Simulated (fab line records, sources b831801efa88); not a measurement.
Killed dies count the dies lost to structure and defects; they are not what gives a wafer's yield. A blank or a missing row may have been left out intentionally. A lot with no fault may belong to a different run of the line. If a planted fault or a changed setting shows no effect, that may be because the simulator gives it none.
fab line records	flow sky130
record lots=14	wafers=42	lastDay=50
route steps=708 shown FIELD_ISO@31 NWELL@79 VT_ADJUST_LVTN@115 SONOS_TUNNEL@161 PAD_OPEN@708
lots that met no fault: taken from a fault-free run of the same line
startH: hours from the record's first day to the start of the lot's first wafer shown	waitH: how many hours have passed since the lot's step before this one	" the same as in the row above	L1.1+2: one row covering several wafers at once	- no value, or no start was given	* or withheld: withheld	< > ~ a bound
route shown NAME@n: names a module that has steps shown in the file, with the first one's number in the route	usual: mean/standard deviation taken from wafers without a fault	same: alike in all rows	chamber/n: place in a boat	sites: readings site by site	_std_site: their standard deviation	_edge_site: outer sites' mean less inner sites'	radiusMm: how far each site lies from the wafer's centre	mask NAME#n: copy n	behind: the last tool/chamber to shape the wafer	hold: cause of the lot's hold/its duration in hours/its outcome	device: which transistor (n, p or np) failed to switch	end of line: the same wafers' tests at the end of the route	a step without rows: its recipe alone	killed: dies lost to structure and defects at the first sort, not the wafer's yield	map: dies across one wafer; x = killed, . = not, _ = none there
set.NAME: the run value of the setting; set.NAME@STEP: its run value at that earlier step	model.NAME: the simulator's own value behind a step, which no gauge read
steps of the route over a sample of lots; a table a step, a row a wafer
services: the hour from which a tool's chamber was out of use, counted from the record's first day as startH (under 0 if before that day), plus the number of hours and why
## steps
# step SKY_FIELD_ISO_WET_ETCH_30
# recipe chemistry=dHF	targetDepthNm=25	target=SiO2	dilution=10:1	tempC=25	timeS=50
# usual runLengthS=78.3/2.9
lot.wafer	tool	chamber	startH	waitH	runLengthS
L408.2	wetBench-04	1	40.15	0.0	77.3
L408.3	"	1	"	"	77.3
L408.6	"	1	"	"	77.3
L409.1	wetBench-04	3	45.32	0.0	75.8
L409.2	"	3	"	"	75.8
L409.5	"	3	"	"	75.8
L410.2	wetBench-02	0	50.37	0.0	76.7
L410.3	"	0	"	"	76.7
L410.6	"	0	"	"	76.7
L411.1	wetBench-01	1	55.37	0.0	76.4
L411.3	"	1	"	"	76.4
L411.4	"	1	"	"	76.4
L412.3	wetBench-02	0	61.79	0.0	75.8
L412.4	"	0	"	"	75.8
L412.6	"	0	"	"	75.8
L414.3	wetBench-04	0	68.54	0.0	76.7
L414.5	"	0	"	"	76.7
L414.6	"	0	"	"	76.7
L415.1	wetBench-02	2	75.46	0.0	83.7
L415.3	"	2	"	"	83.7
L415.4	"	2	"	"	83.7
L416.2	wetBench-02	3	84.08	0.0	77.5
L416.4	"	3	"	"	77.5
L416.5	"	3	"	"	77.5
L417.4	wetBench-04	2	90.07	0.0	76.3
L417.5	"	2	"	"	76.3
L417.6	"	2	"	"	76.3
L418.1	wetBench-04	3	95.14	0.0	75.8
L418.3	"	3	"	"	75.8
L418.4	"	3	"	"	75.8
L420.2	wetBench-04	1	102.18	0.0	82.2
L420.4	"	1	"	"	82.2
L420.5	"	1	"	"	82.2
L424.2	wetBench-02	0	121.43	0.0	63.5
L424.5	"	0	"	"	63.5
L424.6	"	0	"	"	63.5
L427.2	wetBench-04	1	137.24	0.0	82.3
L427.3	"	1	"	"	82.3
L427.5	"	1	"	"	82.3
L429.2	wetBench-02	0	152.18	0.0	68.7
L429.4	"	0	"	"	68.7
L429.6	"	0	"	"	68.7
# step SKY_NWELL_TW_MEAS_26
# usual NWELL_2_TW=501.3/2.5
lot.wafer	tool	chamber	startH	waitH	NWELL_2_TW
L408.2	filmMetro-04	-	109.13	0.1	502.4
L408.3	"	-	"	"	500.1
L408.6	"	-	"	"	502.0
L409.1	filmMetro-04	-	115.36	0.1	501.9
L409.2	"	-	"	"	500.8
L409.5	"	-	"	"	500.2
L410.2	filmMetro-02	-	122.68	0.1	503.6
L410.3	"	-	"	"	501.2
L410.6	"	-	"	"	501.5
L411.1	filmMetro-02	-	127.22	0.1	500.8
L411.3	"	-	"	"	498.0
L411.4	"	-	"	"	500.6
L412.3	filmMetro-02	-	134.38	0.1	500.9
L412.4	"	-	"	"	499.0
L412.6	"	-	"	"	502.1
L414.3	filmMetro-04	-	142.38	0.1	494.0
L414.5	"	-	"	"	496.6
L414.6	"	-	"	"	495.1
L415.1	filmMetro-01	-	151.52	0.1	501.9
L415.3	"	-	"	"	502.4
L415.4	"	-	"	"	503.9
L416.2	filmMetro-01	-	162.17	0.1	503.8
L416.4	"	-	"	"	505.6
L416.5	"	-	"	"	501.9
L417.4	filmMetro-04	-	169.05	0.1	499.4
L417.5	"	-	"	"	499.9
L417.6	"	-	"	"	499.6
L418.1	filmMetro-02	-	174.71	0.1	508.0
L418.3	"	-	"	"	506.1
L418.4	"	-	"	"	506.1
L420.2	filmMetro-01	-	184.12	0.1	502.0
L420.4	"	-	"	"	506.5
L420.5	"	-	"	"	501.4
L424.2	filmMetro-04	-	205.27	0.1	499.9
L424.5	"	-	"	"	500.9
L424.6	"	-	"	"	502.1
L427.2	filmMetro-01	-	222.08	0.1	505.8
L427.3	"	-	"	"	501.9
L427.5	"	-	"	"	505.1
L429.2	filmMetro-02	-	241.27	0.1	504.4
L429.4	"	-	"	"	506.3
L429.6	"	-	"	"	501.6
# step SKY_VT_ADJUST_LVTN_OVL_MEAS_18
# usual VT_ADJUST_LVTN_01_OVL=-0.8/1.2
lot.wafer	tool	chamber	startH	waitH	VT_ADJUST_LVTN_01_OVL[nm]
L408.2	overlay-02	-	165.78	0.1	0.0
L408.3	"	-	"	"	-1.6
L408.6	"	-	"	"	-2.8
L409.1	overlay-01	-	175.27	0.1	-2.0
L409.2	"	-	"	"	-1.1
L409.5	"	-	"	"	-2.5
L410.2	overlay-02	-	181.84	0.1	-2.1
L410.3	"	-	"	"	-1.2
L410.6	"	-	"	"	-0.9
L411.1	overlay-01	-	187.78	0.1	0.3
L411.3	"	-	"	"	-0.3
L411.4	"	-	"	"	-0.1
L412.3	overlay-02	-	195.69	0.1	-1.8
L412.4	"	-	"	"	0.1
L412.6	"	-	"	"	-2.1
L414.3	overlay-02	-	204.09	0.1	-1.5
L414.5	"	-	"	"	1.3
L414.6	"	-	"	"	0.2
L415.1	overlay-01	-	213.43	0.1	-0.8
L415.3	"	-	"	"	-2.4
L415.4	"	-	"	"	-2.3
L416.2	overlay-01	-	226.23	0.1	-2.6
L416.4	"	-	"	"	-2.4
L416.5	"	-	"	"	-1.4
L417.4	overlay-01	-	233.74	0.1	-1.8
L417.5	"	-	"	"	0.1
L417.6	"	-	"	"	-0.8
L418.1	overlay-02	-	241.18	0.1	-0.4
L418.3	"	-	"	"	-1.8
L418.4	"	-	"	"	0.5
L420.2	overlay-01	-	251.38	0.1	-0.5
L420.4	"	-	"	"	-0.9
L420.5	"	-	"	"	1.9
L424.2	overlay-01	-	275.03	0.1	-0.4
L424.5	"	-	"	"	-2.2
L424.6	"	-	"	"	-4.4
L427.2	overlay-01	-	293.43	0.1	-0.6
L427.3	"	-	"	"	0.8
L427.5	"	-	"	"	0.6
L429.2	overlay-02	-	313.88	0.1	0.3
L429.4	"	-	"	"	-2.7
L429.6	"	-	"	"	-2.4
# step SKY_SONOS_TUNNEL_CD_MEAS_07
# recipe targetCdNm=410
# usual cdNm=408.8/2.4
lot.wafer	tool	chamber	startH	waitH	cdNm
L408.2	cdSem-02	-	253.60	0.1	411.3
L408.3	"	-	"	"	410.3
L408.6	"	-	"	"	409.8
L409.1	cdSem-02	-	265.53	0.1	406.8
L409.2	"	-	"	"	408.1
L409.5	"	-	"	"	409.5
L410.2	cdSem-02	-	272.35	0.1	410.6
L410.3	"	-	"	"	410.7
L410.6	"	-	"	"	410.7
L411.1	cdSem-01	-	279.93	0.1	407.3
L411.3	"	-	"	"	407.3
L411.4	"	-	"	"	405.3
L412.3	cdSem-02	-	289.37	0.1	414.5
L412.4	"	-	"	"	411.7
L412.6	"	-	"	"	413.3
L414.3	cdSem-01	-	297.86	0.1	406.8
L414.5	"	-	"	"	406.2
L414.6	"	-	"	"	409.1
L415.1	cdSem-02	-	308.98	0.1	410.2
L415.3	"	-	"	"	409.4
L415.4	"	-	"	"	408.4
L416.2	cdSem-01	-	323.74	0.1	410.5
L416.4	"	-	"	"	411.5
L416.5	"	-	"	"	413.6
L417.4	cdSem-01	-	331.34	0.1	408.8
L417.5	"	-	"	"	409.3
L417.6	"	-	"	"	411.6
L418.1	cdSem-01	-	340.62	0.1	406.9
L418.3	"	-	"	"	404.3
L418.4	"	-	"	"	406.6
L420.2	cdSem-02	-	352.90	0.1	411.6
L420.4	"	-	"	"	410.0
L420.5	"	-	"	"	408.3
L424.2	cdSem-02	-	381.45	0.1	407.4
L424.5	"	-	"	"	406.2
L424.6	"	-	"	"	405.4
L427.2	cdSem-02	-	404.60	0.1	405.6
L427.3	"	-	"	"	407.5
L427.5	"	-	"	"	407.7
L429.2	cdSem-01	-	427.85	0.1	406.3
L429.4	"	-	"	"	407.0
L429.6	"	-	"	"	408.0
# step SKY_PAD_OPEN_PROBE_99
# usual killed_at_M0_to_M3=44/7.7	killed_at_M4_up=3.2/1.7	killedAtContacts=24/5.3	killedAtFrontEnd=15/4.3	killedAtOther=0.3/0.57	killedDies=87/11	killedOpen=47/7.4	killedShort=40/6.5
# same grossDies=492	killedAtBackSide=0
lot.wafer	tool	chamber	startH	waitH	killed_at_M0_to_M3	killed_at_M4_up	killedAtContacts	killedAtFrontEnd	killedAtOther	killedDies	killedOpen	killedShort
L415.1	prober-02	-	1123.20	0.1	45	2	18	10	0	75	46	29
L415.3	prober-02	-	1123.30	0.2	44	3	22	11	0	80	50	30
L415.4	prober-02	-	1123.35	0.2	37	3	29	17	0	86	45	41
L416.2	prober-01	-	1133.65	0.1	38	4	17	17	0	76	41	35
L416.4	prober-01	-	1133.75	0.2	50	6	23	20	0	99	53	46
L416.5	prober-01	-	1133.80	0.2	43	2	24	9	0	78	48	29
L417.4	prober-02	-	1138.97	0.2	42	3	29	14	0	88	47	41
L417.5	prober-02	-	1139.02	0.2	67	3	27	11	2	110	56	52
L417.6	prober-02	-	1139.07	0.2	40	5	20	8	0	73	36	37
L420.2	prober-02	-	1167.94	0.1	42	3	27	15	0	87	43	44
L420.4	prober-02	-	1168.04	0.2	35	0	22	11	0	68	41	27
L420.5	prober-02	-	1168.09	0.2	46	4	23	11	0	84	43	41
# killed by level:class
L415.1 VIA1:geometricParticle:open=17 CONTACT:geometricParticle:open=7 VIA1:geometricParticle:short=6 LI_CONTACT:geometricParticle:open=5 VIA2:geometricParticle:open=5 CONTACT:geometricParticle:short=4 METAL2:geometricParticle:short=4 FIELD_ISO:geometricParticle:short=3
L415.3 VIA1:geometricParticle:open=16 CONTACT:geometricParticle:open=10 VIA2:geometricParticle:open=8 VIA3:geometricParticle:open=5 VIA1:geometricParticle:short=5 LI_CONTACT:geometricParticle:open=4 CONTACT:geometricParticle:short=4 METAL2:geometricParticle:short=4
L415.4 CONTACT:geometricParticle:open=11 VIA1:geometricParticle:open=11 LI_CONTACT:geometricParticle:open=8 METAL2:geometricParticle:short=8 POLY_GATE:geometricParticle:short=5 FIELD_ISO:geometricParticle:short=4 LI_CONTACT:geometricParticle:short=4 CONTACT:geometricParticle:short=4
L416.2 VIA1:geometricParticle:open=8 VIA3:geometricParticle:open=8 LI_CONTACT:geometricParticle:open=7 CONTACT:geometricParticle:open=6 POLY_GATE:geometricParticle:short=5 FIELD_ISO:geometricParticle:short=4 VIA1:geometricParticle:short=4 VIA2:geometricParticle:open=4
L416.4 VIA1:geometricParticle:open=13 CONTACT:geometricParticle:short=8 METAL2:geometricParticle:short=8 VIA2:geometricParticle:open=8 CONTACT:geometricParticle:open=6 VIA3:geometricParticle:open=6 POLY_GATE:geometricParticle:open=5 LI_CONTACT:geometricParticle:open=5
L416.5 VIA1:geometricParticle:open=13 CONTACT:geometricParticle:open=9 VIA3:geometricParticle:open=8 LI_CONTACT:geometricParticle:open=8 VIA3:geometricParticle:short=4 CONTACT:geometricParticle:short=4 LI_CONTACT:geometricParticle:short=3 METAL1:geometricParticle:short=3
L417.4 VIA1:geometricParticle:open=14 CONTACT:geometricParticle:open=12 VIA2:geometricParticle:open=7 METAL1:geometricParticle:short=6 POLY_GATE:geometricParticle:short=5 LOCAL_INTERCONNECT:geometricParticle:short=5 LI_CONTACT:geometricParticle:open=4 LI_CONTACT:geometricParticle:short=4
L417.5 VIA1:geometricParticle:open=17 VIA1:geometricParticle:short=10 CONTACT:geometricParticle:open=9 METAL1:geometricParticle:short=9 LI_CONTACT:geometricParticle:open=7 VIA3:geometricParticle:open=6 METAL3:geometricParticle:short=5 METAL2:geometricParticle:short=5
L417.6 METAL1:geometricParticle:short=8 VIA1:geometricParticle:open=8 VIA2:geometricParticle:open=7 CONTACT:geometricParticle:open=6 METAL2:geometricParticle:short=5 CONTACT:geometricParticle:short=5 VIA1:geometricParticle:short=5 LOCAL_INTERCONNECT:geometricParticle:short=4
L420.2 VIA1:geometricParticle:open=8 CONTACT:geometricParticle:open=8 LOCAL_INTERCONNECT:geometricParticle:short=7 METAL1:geometricParticle:short=7 VIA2:geometricParticle:open=6 LI_CONTACT:geometricParticle:open=5 METAL2:geometricParticle:short=5 VIA3:geometricParticle:open=5
L420.4 LI_CONTACT:geometricParticle:open=10 VIA1:geometricParticle:open=10 CONTACT:geometricParticle:open=7 POLY_GATE:geometricParticle:short=5 METAL3:geometricParticle:short=5 POLY_GATE:geometricParticle:open=4 VIA3:geometricParticle:open=4 LI_CONTACT:geometricParticle:short=3
L420.5 VIA3:geometricParticle:open=10 VIA1:geometricParticle:open=9 VIA1:geometricParticle:short=8 CONTACT:geometricParticle:open=7 LI_CONTACT:geometricParticle:open=6 POLY_GATE:geometricParticle:open=5 LI_CONTACT:geometricParticle:short=4 VIA2:geometricParticle:short=4
## services
tool	chamber	startH	hours	kind
wetBench-02	-	116.71	4.4	pm
## key
firstSign step=SKY_FIELD_ISO_WET_ETCH_30	reading=runLengthS	direction=down	sigmas=4.2	usual=*	struck=*
effect none on later readings
metAt SKY_FIELD_ISO_WET_ETCH_30
struckLots L424,L429
testerLeftOut L424,L429
notActingAt SKY_NWELL_TW_MEAS_26,SKY_VT_ADJUST_LVTN_OVL_MEAS_18,SKY_SONOS_TUNNEL_CD_MEAS_07
onsetBetween 84.08 121.43
fault kind=processParameterDrift	tool=wetBench-02	chamber=-	onsetH=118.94	steps=SKY_FIELD_ISO_WET_ETCH_30	channel=timeS	offset=*	shape=step	endH=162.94	actsIn=*	stated=*
# testerLeftOut: of these lots the tester's yield and bins aren't shown, on N5 and GAA mostly nor the transistor test; their killed dies are dies lost to structure and defects alone, not to doping, threshold or leakage, so they don't give the yield
